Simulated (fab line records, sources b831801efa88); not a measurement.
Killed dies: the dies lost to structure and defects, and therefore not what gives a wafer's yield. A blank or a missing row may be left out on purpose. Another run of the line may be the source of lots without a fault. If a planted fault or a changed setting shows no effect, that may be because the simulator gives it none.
What tool caused it? -- flow sky130 -- 6 lots, 18 wafers sampled, at 2 steps of a route of 708

WHAT THE GAUGES READ, wafer by wafer
SKY_LDD_P_TW_MEAS_11.
lot,measured,on,LDD_P_TW
L728,day 20 02:40,filmMetro-04,635.4 635.3 636.8
L731,day 21 09:13,filmMetro-03,636.2 638.9 634.9
L733,day 21 20:20,filmMetro-01,635.0 635.0 633.6
L737,day 24 02:34,filmMetro-01,634.7 633.7 637.1
L744,day 26 01:10,filmMetro-04,637.0 29.8 634.4
L748,day 27 05:03,filmMetro-03,640.8 640.0 637.2

WHAT TOOL EACH LOT RAN ON (gives the tool, then ch and the chambers of the sampled wafers, and finally the start)
lot,SKY_LDD_P_DEVELOP_06
L728,"lithoTrack-01 ch 0, day 20 01:57"
L731,"lithoTrack-01 ch 0, day 21 08:41"
L733,"lithoTrack-02 ch 0, day 21 19:47"
L737,"lithoTrack-01 ch 0, day 24 02:00"
L744,"lithoTrack-01 ch 0, day 26 00:38"
L748,"lithoTrack-03 ch 0, day 27 04:31"
- SKY_LDD_P_DEVELOP_06: develop time 60 s.

THE ANSWER, worked out from the rows above alone
Rule: usual is defined by the lots themselves. The widest of any qualifying gaps counts: lots, ordered by their means at a reading, are off when they make up no more than a third of the lots, leave a main group of 4 or more, and stand apart from it by 3 or more times the standard deviation of that group's means. The tables above print the reading to a certain number of digits; a main group whose means all agree to those digits is not used. A lot without any number at a reading at which 4 lots or more have one is off too. All remaining lots with rows at the step are treated as sound.
Off: L744, seen at SKY_LDD_P_TW_MEAS_11 (LDD_P_TW). Mean 636.3 and standard deviation 1.7 in the main group.
A tool fits if, at a process step before that reading, it ran every lot that is off, and no sound lot after the first of them. Those tools and the gauges at SKY_LDD_P_TW_MEAS_11 are tried in the same way. Can't be told from this: 2 tools fit, lithoTrack-01 at SKY_LDD_P_DEVELOP_06, filmMetro-04 at SKY_LDD_P_TW_MEAS_11.

WHAT WAS PUT IN BY THE SIMULATOR
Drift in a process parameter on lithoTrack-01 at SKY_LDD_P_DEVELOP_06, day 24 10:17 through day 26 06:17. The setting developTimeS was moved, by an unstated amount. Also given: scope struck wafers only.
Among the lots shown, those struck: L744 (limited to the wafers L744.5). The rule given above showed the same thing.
